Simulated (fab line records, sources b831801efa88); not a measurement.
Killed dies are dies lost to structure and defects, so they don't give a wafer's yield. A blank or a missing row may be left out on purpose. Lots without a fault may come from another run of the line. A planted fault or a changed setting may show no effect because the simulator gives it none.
A struck lot beside a sound one | flow sky130 | 22 steps out of a route of 708
Sound: wafers L183.1, L183.4, L183.5. Struck: wafers L188.1, L188.2, L188.5. The cause comes at the end.
At each step with rows: each side's tool, then ch and its chambers, then its first start. Under that, the readings that differ: sound wafers | struck wafers | difference of the means | sigmas: that difference in standard deviations of wafers without a fault.
alike: readings whose means differ by less than 2 such deviations, and words and numbers that are the same on both sides. not compared: withheld readings, readings that some wafer has no value for, bounds like >300 that may hide the same value, and numbers for which the record gives no deviation and whose values overlap.
The two part at a step that has a row with sigmas, a row that says differs or no value, or rows on one side only. Numbers that don't overlap but have no deviation are shown without sigmas and don't part them. A reading that every wafer of one side lacks parts them only if that side has two wafers or more.

SKY_SONOS_ONO_CD_MEAS_13: target cd 410 nm.
  sound on cd_sem-02, day 14 08:49; struck on cd_sem-01, day 16 02:46
  alike: cd_nm
SKY_SONOS_ONO_OVL_MEAS_14:
  sound on overlay-02, day 14 08:56; struck on overlay-02, day 16 02:53
  alike: SONOS_ONO_OVL
SKY_SONOS_ONO_ETCH_15: etches the open film in CHF3/O2, target depth 19.52 nm, time 7.8 s.
  sound on rie_diel-01 ch 0,1,2, day 14 08:58; struck on rie_diel-01 ch 2,3, day 16 02:55
  alike: chamber_pressure_mTorr, drypump_motor_current_A, oes_product_au, throttle_valve_pct
  not compared: rf_hours_counter_h
then, 1 step without rows for these wafers: SKY_SONOS_ONO_WET_ETCH_16 (etches SiO2 in dHF, target depth 14 nm, time 280 s).
SKY_SONOS_ONO_STRIP_17: strips in O2/N2.
  sound on plasma_asher-03 ch 0,1, day 14 09:10; struck on plasma_asher-02 ch 0,1, day 16 03:01
  alike: chamber_pressure_mTorr, drypump_motor_current_A, oes_product_au, strip_time_to_endpoint_s
  not compared: rf_hours_counter_h
then, 3 steps without rows for these wafers: SKY_SONOS_ONO_WET_ETCH_18 (etches Si3N4 in H3PO4, target depth 15 nm, time 172 s); SKY_GATE_OXIDE_CLEAN_00 (cleans in SC1/SC2, time 150 s); SKY_GATE_OXIDE_OXIDATION_01 (stabilise 600 s, purge 300 s, target thk 10.268 nm).
SKY_GATE_OXIDE_THK_MEAS_02:
  sound on film_metro-01, day 14 11:36; struck on film_metro-02, day 16 05:13
  alike: GATE_OXIDE_OXIDATION_00_THK
then, 3 steps without rows for these wafers: SKY_GATE_OXIDE_DEHYDRATE_03 (time 60 s); SKY_GATE_OXIDE_HMDS_04 (prime time 60 s); SKY_GATE_OXIDE_COAT_05 (resist thk 1140 nm).
SKY_GATE_OXIDE_SOFTBAKE_06: time 60 s.
  sound on litho_track-01 ch 0, day 15 00:07; struck on litho_track-01 ch 0, day 16 19:22
  reading                                         | sound             | struck               | difference | sigmas
  heater_power_total_W (W)                        | 56.54 56.61 56.60 | 67.32 67.31 67.38    | +10.75     | +99 or more
  plate_temp_C (C)                                | 90.07 89.92 90.04 | 101.93 102.01 102.10 | +12.00     | +99 or more
  model.NOVOLAK_of_GATE_OXIDE_COAT_05.thk_nm (nm) | 1141 1141 1142    | 1102 1105 1101       | -39        |
  alike: chill_plate_temp_C
then, 2 steps without rows for these wafers: SKY_GATE_OXIDE_EXPOSE_07 (exposes mask LVOM, target cd 600 nm); SKY_GATE_OXIDE_PEB_08.
SKY_GATE_OXIDE_DEVELOP_09: develop time 60 s.
  sound on litho_track-01 ch 0, day 15 13:52; struck on litho_track-04 ch 0, day 17 09:22
  reading                                         | sound          | struck         | difference | sigmas
  model.NOVOLAK_of_GATE_OXIDE_COAT_05.thk_nm (nm) | 1141 1141 1141 | 1101 1104 1101 | -39        |
  alike: chill_plate_temp_C
SKY_GATE_OXIDE_OVL_MEAS_10:
  sound on overlay-01, day 15 14:01; struck on overlay-01, day 17 09:31
  alike: GATE_OXIDE_OVL
then, 2 steps without rows for these wafers: SKY_GATE_OXIDE_IMPLANT_11; SKY_GATE_OXIDE_WET_ETCH_12 (etches SiO2 in dHF, target depth 16.8 nm, time 336 s).
SKY_GATE_OXIDE_STRIP_13: strips in O2/N2.
  sound on plasma_asher-03 ch 0,1, day 15 14:19; struck on plasma_asher-02 ch 0,1, day 17 09:48
  reading                      | sound             | struck            | difference | sigmas
  strip_time_to_endpoint_s (s) | 14.19 14.20 14.20 | 13.71 13.76 13.72 | -0.47      | -11
  alike: chamber_pressure_mTorr, drypump_motor_current_A, oes_product_au
  not compared: rf_hours_counter_h
SKY_GATE_OXIDE_TW_MEAS_14:
  sound on film_metro-04, day 15 14:25; struck on film_metro-02, day 17 09:54
  alike: GATE_OXIDE_TW
-- the record jumps here: 31 days lie between the struck wafers' starts before and after (it left off in module GATE_OXIDE and takes up again in module PAD_OPEN, whose first step shown is number 708 of the route) --
SKY_PAD_OPEN_PROBE_99:
  sound on prober-02, day 47 06:29; struck on prober-01, day 48 06:51
  reading         | sound | struck | difference | sigmas
  killed_at_other | 0 0 0 | 2 1    | +2         | +2
  alike: killed_at_M0_to_M3, killed_at_M4_up, killed_at_contacts, killed_at_front_end, killed_dies, killed_open, killed_short

WHERE THEY PART
First at SKY_GATE_OXIDE_SOFTBAKE_06; last, within this record, at SKY_PAD_OPEN_PROBE_99.

WHY: what the simulator had put in
Process parameter drift: litho_track-01, from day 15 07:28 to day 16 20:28, at SKY_GATE_OXIDE_SOFTBAKE_06. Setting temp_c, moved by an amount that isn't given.
